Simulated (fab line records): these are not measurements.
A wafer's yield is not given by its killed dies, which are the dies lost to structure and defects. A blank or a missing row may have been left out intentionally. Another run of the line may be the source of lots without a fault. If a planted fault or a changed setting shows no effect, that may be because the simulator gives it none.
Struck lot and sound lot, side by side    flow sfqLine    31 steps out of a route of 325
Sound: these wafers, L567.1, L567.2, L567.3. Struck: wafer L575.5 (left out: L575.6, a lot-mate that was not struck); the cause follows at the end.
Order at every step that has rows: each side's tool, ch and its chambers, its first start. Under that, the readings that differ: sound wafers    struck wafers    difference of the means    sigmas: that difference in standard deviations of wafers without a fault.
alike: words and numbers the same on both sides, and readings whose means are apart by under 2 such deviations; not compared: readings that were withheld, readings missing a value for some wafer, numbers with overlapping values and no deviation given by the record, and bounds like >300 which may hide the same value.
The two part at a step that has a row with sigmas, a row that says differs or no value, or rows on one side only. Numbers that don't overlap but have no deviation are shown without sigmas and don't part them. A reading that every wafer of one side lacks parts them only if that side has two wafers or more.

SFQ_INCOMING_BOW_MEAS_900:
  struck on filmMetro-04, day 4 03:05; sound on filmMetro-03, day 2 11:00
  alike: INCOMING_BOW
then, 1 step without rows for these wafers: SFQ_TRILAYER_INCOMING_OXIDATION_002 (target thk 500 nm, ox time 4939 s).
SFQ_TRILAYER_L0_DEP_SPUTTER_003: material MoNx KI, target thk 40 nm, time 100 s.
  struck on pvdSputter-03, day 4 05:32; sound on pvdSputter-03, day 2 13:29
reading                                                  sound             struck  difference  sigmas
model.MoNx_KI_of_TRILAYER_L0_DEP_SPUTTER_003.thkNm (nm)  39.84 40.15 40.4  58.69   +18.56      
  alike: throttleValvePct
SFQ_L0_RS_MEAS_901: a four-point-probe measurement.
  struck on filmMetro-04, day 4 05:56; sound on filmMetro-02, day 2 13:34
reading                 sound           struck  difference  sigmas
L0_MONX_KI_RS (ohm/sq)  43.7 43.2 43.0  29.7    -13.6       -37
  not compared: hold
SFQ_L0_THK_MEAS_902: measures by xrf.
  struck on filmMetro-04, day 4 08:26; sound on filmMetro-02, day 2 13:41
reading              sound           struck  difference  sigmas
L0_MONX_KI_THK (nm)  40.5 41.0 41.3  60.0    +19.1       +49
  not compared: hold
then, 5 steps without rows for these wafers: SFQ_TRILAYER_L0_LITHO_COAT_005 (resist thk 600 nm); SFQ_TRILAYER_L0_LITHO_SOFTBAKE_009; SFQ_TRILAYER_L0_LITHO_EXPOSE_006 (exposes mask L0, target cd 2000 nm); SFQ_TRILAYER_L0_LITHO_PEB_008 (peb time 60 s); SFQ_TRILAYER_L0_LITHO_DEVELOP_007 (time 60 s).
-- the record jumps here: 3 days lie between the struck wafers' starts before and after --
SFQ_TRILAYER_L0_BARC_OPEN_METAL_ETCH_010: etches BARC in O2, target depth 125 nm, time 41.7 s.
  sound on rieMetal-02 ch 0, day 5 11:30; struck on rieMetal-01 ch 1, day 7 13:55
reading                   sound              struck  difference  sigmas
drypumpMotorCurrentA (A)  6.5 6.5 6.5        5.7     -0.8        -2
oesProductAu (a.u.)       0.689 0.691 0.688  0.675   -0.014      -3
  alike: heBacksideLeakSccm
  not compared: rfHoursCounterH
SFQ_TRILAYER_L0_ETCH_METAL_ETCH_008: etches MoNx KI in SF6/O2, stops on SiO2, target depth 50 nm, time 25 s.
  sound on rieMetal-02 ch 0, day 5 11:37; struck on rieMetal-01 ch 1, day 7 13:58
reading                   sound              struck  difference  sigmas
drypumpMotorCurrentA (A)  6.5 6.5 6.5        5.7     -0.8        -2
oesProductAu (a.u.)       0.872 0.873 0.882  0.996   +0.120      +20
  alike: heBacksideLeakSccm
  not compared: rfHoursCounterH
SFQ_TRILAYER_L0_STRIP_STRIP_009: strips in O2.
  sound on rieMetal-02 ch 0, day 5 11:43; struck on rieMetal-01 ch 1, day 7 14:23
reading                   sound        struck  difference  sigmas
drypumpMotorCurrentA (A)  6.5 6.5 6.5  5.7     -0.8        -2
  alike: heBacksideLeakSccm, oesProductAu
  not compared: rfHoursCounterH
then, 1 step without rows for these wafers: SFQ_TRILAYER_L0_STRIP_SOLV_CLEAN_010 (cleans in NMP, time 600 s).
SFQ_TRILAYER_L0_CAP_PECVD_011: deposits SiO2 from SiH4/N2O, time 13.333 s, target thk 60 nm.
  sound on pecvd-04 ch 0,1,2, day 5 13:06; struck on pecvd-03 ch 2, day 7 14:46
  alike: heaterPowerW, throttleValvePct
then, 6 steps without rows for these wafers: SFQ_TRILAYER_L0_VIA_LITHO_COAT_018 (resist thk 62 nm); SFQ_TRILAYER_L0_VIA_LITHO_COAT_013 (resist thk 650 nm); SFQ_TRILAYER_L0_VIA_LITHO_SOFTBAKE_017; SFQ_TRILAYER_L0_VIA_LITHO_EXPOSE_014 (exposes mask L0V, target cd 700 nm); SFQ_TRILAYER_L0_VIA_LITHO_PEB_016 (peb time 60 s); SFQ_TRILAYER_L0_VIA_LITHO_DEVELOP_015 (time 60 s).
-- the record jumps here: 4 days lie between the struck wafers' starts before and after --
SFQ_L0V_OVL_MEAS_903:
  struck on overlay-02, day 11 17:03; sound on overlay-01, day 9 04:32
  alike: L0V_OVL
then, 1 step without rows for these wafers: SFQ_TRILAYER_L0_VIA_BARC_OPEN_VIA_ETCH_021 (etches BARC in O2, target depth 125 nm, time 41.7 s).
SFQ_TRILAYER_L0_VIA_ETCH_VIA_ETCH_016: etches SiO2 in CHF3, stops on MoNx KI, target depth 80 nm.
  sound on rieDiel-01 ch 0,2,3, day 9 04:36; struck on rieDiel-01 ch 3, day 11 17:07
reading              sound              struck  difference  sigmas
oesProductAu (a.u.)  0.837 0.846 0.836  0.857   +0.017      +2
  alike: drypumpMotorCurrentA
SFQ_TRILAYER_L0_VIA_STRIP_STRIP_017: strips in O2.
  sound on rieMetal-04 ch 0,1, day 9 04:39; struck on rieMetal-01 ch 1, day 11 17:33
reading              sound              struck  difference  sigmas
oesProductAu (a.u.)  1.011 1.011 1.006  0.984   -0.025      -3
  alike: drypumpMotorCurrentA, heBacksideLeakSccm
  not compared: rfHoursCounterH
then, 3 steps without rows for these wafers: SFQ_TRILAYER_L0_VIA_STRIP_SOLV_CLEAN_018 (cleans in NMP, time 600 s); SFQ_TRILAYER_M0_DEP_PRE_CLEAN_020 (time 15 s); SFQ_TRILAYER_M0_DEP_SPUTTER_019 (material Nb, target thk 200 nm, time 133.3 s).
SFQ_M0_RS_MEAS_904: a four-point-probe measurement.
  struck on filmMetro-03, day 11 18:07; sound on filmMetro-02, day 9 05:32
  alike: M0_NB_RS
then, 1 step without rows for these wafers: SFQ_TRILAYER_M0_LITHO_COAT_026 (resist thk 62 nm).
-- the record jumps here: 64 days lie between the struck wafers' starts before and after --
SFQ_M8_BOW_MEAS_951:
  struck on filmMetro-02, day 75 19:19; sound on filmMetro-02, day 70 20:44
reading                      sound              struck  difference  sigmas
model.etest.l0.ohmSq         43.65 43.31 43.04  29.63   -13.70      
model.etest.l0.combLog10Ohm  12 12 12           0       -12         
  alike: M8_BOW

== WHERE THEY PART ==
Last at SFQ_TRILAYER_L0_VIA_STRIP_STRIP_017 as far as this record goes, first at SFQ_L0_RS_MEAS_901. Later steps at which nothing parts them and some readings are alike: SFQ_M0_RS_MEAS_904, SFQ_M8_BOW_MEAS_951.

WHY: what had been put in by the simulator
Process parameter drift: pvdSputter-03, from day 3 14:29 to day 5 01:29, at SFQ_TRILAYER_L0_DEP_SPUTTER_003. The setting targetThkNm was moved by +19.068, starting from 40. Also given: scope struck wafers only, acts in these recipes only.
